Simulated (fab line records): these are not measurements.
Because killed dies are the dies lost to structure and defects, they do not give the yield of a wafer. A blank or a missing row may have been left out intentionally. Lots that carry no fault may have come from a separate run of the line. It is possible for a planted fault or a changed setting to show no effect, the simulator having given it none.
Struck lot and sound lot, side by side	flow gf180mcu	15 steps out of a route of 602
Sound: the wafers L869.1, L869.4, L869.5. The struck wafers were L883.1, L883.3, L883.4. At the end, the cause is stated.
At each step with rows: each side's tool, then ch and its chambers, then its first start. Under that, the readings that differ: sound wafers	struck wafers	difference of the means	sigmas: that difference in standard deviations of wafers without a fault.
alike: readings whose means differ by less than 2 such deviations, and words and numbers that are the same on both sides. not compared: withheld readings, readings that some wafer has no value for, bounds like >300 that may hide the same value, and numbers for which the record gives no deviation and whose values overlap.
Wherever a step has rows on one side only, a row that says differs or no value, or a row with sigmas, the two part there. Non-overlapping numbers with no deviation appear without sigmas and do not part them. A reading missing from all wafers of one side parts the sides only when that side holds two or more wafers.

first, 3 steps without rows for these wafers: GF_M5_EXPOSE_04 (exposes mask Metal5, target cd 280 nm); GF_M5_PEB_05 (peb time 90 s); GF_M5_DEVELOP_06 (develop time 60 s).
GF_M5_CD_MEAS_07: target cd 280 nm.
  struck on cd-sem-01, day 31 18:52; sound on cd-sem-01, day 28 02:07
  alike: cd-nm
GF_M5_OVL_MEAS_08:
  struck on overlay-02, day 31 18:59; sound on overlay-02, day 28 02:14
  alike: M5_OVL
GF_M5_ETCH_09: etches Si3N4 in CF4/O2, target depth 52 nm, time 11.6 s.
  sound on rie-diel-02 ch 1,2,3, day 28 02:17; struck on rie-diel-02 ch 2,3, day 31 19:02
  alike: drypump-motor-current-A, oes-product-au, throttle-valve-pct
  not compared: rf-hours-counter-h
GF_M5_METAL_ETCH_10: etches the open film in Cl2/BCl3, stops on SiO2, target depth 750.8 nm, time 125.1 s.
  sound on rie-metal-01 ch 0,1, day 28 02:18; struck on rie-metal-02 ch 0,1, day 31 19:03
reading	sound	struck	difference	sigmas
drypump-motor-current-A (A)	6.43 6.01 6.42	5.50 6.01 5.53	-0.61	-2
  alike: oes-product-au, throttle-valve-pct
  not compared: rf-hours-counter-h
GF_M5_STRIP_11: strips in O2/N2.
  sound on plasma-asher-02 ch 0, day 28 02:26; struck on plasma-asher-02 ch 0,1, day 31 19:11
  alike: drypump-motor-current-A, heater-power-w, oes-product-au, strip-time-to-endpoint-s
  not compared: rf-hours-counter-h
then, 3 steps without rows for these wafers: GF_M5_STRIP_12 (strips in post etch residue remover, time 1200 s); GF_M5_CLEAN_13 (cleans in DIW); GF_V5_CVD_00 (deposits SiO2, target thk 300 nm, time 50 s).
GF_V5_THK_MEAS_01:
  struck on film-metro-01, day 31 19:46; sound on film-metro-01, day 28 03:04
  alike: V5_CVD_00_THK
GF_V5_CVD_02: deposits SiO2 from TEOS, target thk 1450 nm, time 163.28 s.
  sound on pecvd-03 ch 0,1, day 28 03:08; struck on pecvd-01 ch 0,1,2, day 31 19:49
reading	sound	struck	difference	sigmas
rf-fwd-power-W (W)	598.8 598.6 598.0	504.6 499.9 497.1	-97.9	-45
model.SiO2_of_V5_CVD_02.thk-nm (nm)	1439 1444 1481	1372 1371 1394	-76	
  alike: heater-power-w
GF_V5_THK_MEAS_03:
  struck on film-metro-04, day 31 19:56; sound on film-metro-04, day 28 03:14
reading	sound	struck	difference	sigmas
V5_CVD_02_THK (nm)	1441 1442 1481	1374 1370 1393	-76	-3
GF_V5_CMP_04: polishes SiO2.
  sound on cmp-02 ch 0,1,3, day 28 03:24; struck on cmp-01 ch 1,2,3, day 31 19:59
  alike: motor-current-A, retaining-ring-pressure-frac

## WHERE THEY PART
First at GF_M5_METAL_ETCH_10; last, within this record, at GF_V5_THK_MEAS_03. Later steps at which nothing parts them and some readings are alike: GF_V5_CMP_04.

WHY: what the simulator had put in
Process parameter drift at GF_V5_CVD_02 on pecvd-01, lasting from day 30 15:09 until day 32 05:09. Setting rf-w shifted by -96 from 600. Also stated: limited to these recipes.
